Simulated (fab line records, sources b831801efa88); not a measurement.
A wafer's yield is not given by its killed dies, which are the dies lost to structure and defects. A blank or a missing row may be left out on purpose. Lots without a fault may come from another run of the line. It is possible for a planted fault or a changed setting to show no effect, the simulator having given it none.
The tool behind it: which one? / flow sfq_line / 30 wafers from 10 lots sampled at 2 of the route's 325 steps

== WHAT THE GAUGES READ, wafer by wafer ==
SFQ_I2_OVL_MEAS_918.
lot=L250; measured=day 36 10:27; on=overlay-01; I2_OVL (nm)=2 -1 7
lot=L251; measured=day 39 01:04; on=overlay-01; I2_OVL (nm)=79 77 87
lot=L252; measured=day 39 03:29; on=overlay-01; I2_OVL (nm)=57 60 58
lot=L253; measured=day 39 05:53; on=overlay-02; I2_OVL (nm)=68 70 71
lot=L254; measured=day 39 10:40; on=overlay-02; I2_OVL (nm)=71 67 65
lot=L259; measured=day 41 00:19; on=overlay-02; I2_OVL (nm)=-5 -4 -3
lot=L260; measured=day 41 05:07; on=overlay-02; I2_OVL (nm)=0 3 4
lot=L262; measured=day 41 18:20; on=overlay-01; I2_OVL (nm)=-6 -3 -3
lot=L263; measured=day 42 02:43; on=overlay-01; I2_OVL (nm)=-4 -4 -3
lot=L264; measured=day 42 14:43; on=overlay-02; I2_OVL (nm)=3 4 -1

== EACH LOT AND THE TOOL THAT RAN IT (in order: tool; ch and the chambers of the sampled wafers; start) ==
lot=L250; SFQ_TRILAYER_I2_VIA_LITHO_EXPOSE_068=krf_scanner-01 ch 0, day 36 08:57
lot=L251; SFQ_TRILAYER_I2_VIA_LITHO_EXPOSE_068=krf_scanner-01 ch 0, day 38 23:34
lot=L252; SFQ_TRILAYER_I2_VIA_LITHO_EXPOSE_068=krf_scanner-01 ch 0, day 39 02:22
lot=L253; SFQ_TRILAYER_I2_VIA_LITHO_EXPOSE_068=krf_scanner-01 ch 0, day 39 04:46
lot=L254; SFQ_TRILAYER_I2_VIA_LITHO_EXPOSE_068=krf_scanner-01 ch 0, day 39 09:10
lot=L259; SFQ_TRILAYER_I2_VIA_LITHO_EXPOSE_068=krf_scanner-02 ch 0, day 40 23:13
lot=L260; SFQ_TRILAYER_I2_VIA_LITHO_EXPOSE_068=krf_scanner-02 ch 0, day 41 03:37
lot=L262; SFQ_TRILAYER_I2_VIA_LITHO_EXPOSE_068=krf_scanner-02 ch 0, day 41 17:25
lot=L263; SFQ_TRILAYER_I2_VIA_LITHO_EXPOSE_068=krf_scanner-02 ch 0, day 42 01:13
lot=L264; SFQ_TRILAYER_I2_VIA_LITHO_EXPOSE_068=krf_scanner-02 ch 0, day 42 13:37
- SFQ_TRILAYER_I2_VIA_LITHO_EXPOSE_068: exposes mask I2, target cd 500 nm.

== AS READ BY THE TOOLS THEMSELVES (means over the sampled wafers that have a number; for cases with no such wafer, the mark the record gives instead) ==
The record holds no such reading with a usual standard deviation.

== THE ANSWER, worked out from the rows above alone ==
Rule: usual is defined by the lots themselves. The widest of any qualifying gaps counts: lots, ordered by their means at a reading, are off when they make up no more than a third of the lots, leave a main group of 4 or more, and stand apart from it by 3 or more times the standard deviation of that group's means. A main group whose means are all the same, to the digits that the tables above print for the reading, isn't used. A lot without any number at a reading at which 4 lots or more have one is off too. Any other lot the step has rows for is counted as sound. The gauges are gone through in route order, then the tools' own readings, and for those a lot's mean is taken as printed above. The first step at which some lot is off is used, and at that step the reading that is off furthest; a lot without a number counts as furthest.
No lot is off on any of the readings shown, so nothing can be concluded from this.

== WHAT WAS PUT IN BY THE SIMULATOR ==
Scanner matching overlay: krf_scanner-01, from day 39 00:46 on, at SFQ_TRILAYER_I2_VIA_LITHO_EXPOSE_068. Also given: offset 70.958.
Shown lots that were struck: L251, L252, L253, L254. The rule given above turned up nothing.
